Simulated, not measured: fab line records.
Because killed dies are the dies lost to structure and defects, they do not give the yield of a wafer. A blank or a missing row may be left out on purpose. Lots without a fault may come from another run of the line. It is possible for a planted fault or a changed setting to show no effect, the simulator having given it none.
Matching of chambers + flow sky130 + SKY_CAPM_CVD_00 on pecvd-03 has 3 sister chambers
The step deposits SiO2, target thk 15.5 nm. 6 wafers are shown with their chamber, then 8 later ones without.

== EACH WAFER AND ITS CHAMBER ==
| wafer  | chamber | heater_power_w (W) |
|--------|---------|--------------------|
| L076.5 | 1       | 734                |
| L081.1 | 1       | 669                |
| L083.1 | 2       | 646                |
| L083.3 | 0       | 784                |
| L083.5 | 0       | 766                |
| L088.1 | 2       | 706                |

== WAFERS MISSING THEIR CHAMBER ==
| wafer  | heater_power_w (W) |
|--------|--------------------|
| L088.5 | 695                |
| L088.6 | 608                |
| L092.4 | 677                |
| L092.5 | 747                |
| L092.6 | 739                |
| L095.3 | 756                |
| L095.4 | 693                |
| L095.6 | 752                |

== CHAMBER TAKEN BY EACH ==
| wafer  | from the rows above          | in truth |
|--------|------------------------------|----------|
| L088.5 | can't be placed: 1 or 2 or 0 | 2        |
| L088.6 | can't be placed: 2 or 1      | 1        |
| L092.4 | can't be placed: 2 or 1      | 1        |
| L092.5 | can't be placed: 0 or 1 or 2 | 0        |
| L092.6 | can't be placed: 0 or 1 or 2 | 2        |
| L095.3 | can't be placed: 0 or 1 or 2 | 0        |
| L095.4 | can't be placed: 1 or 2 or 0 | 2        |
| L095.6 | can't be placed: 0 or 1 or 2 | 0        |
Placed correctly: 0 of 8. Cannot be placed on the basis of these rows: 8; the candidates contain the true chamber in 8. Wrongly placed: 0.
How it was worked out, from the rows above alone: a wafer's distance from a chamber is the root of the sum, over the readings, of the square of ((its reading less the chamber's mean) divided by the reading's scatter). The wafer belongs to the nearest chamber; if the next one is less than 2 further off, it can't be placed. For every chamber, the mean is computed from those of its wafers that are shown. The scatter: the root of (the sum of the squares of (reading less its chamber's mean) over the shown wafers, divided by (wafers less chambers)).
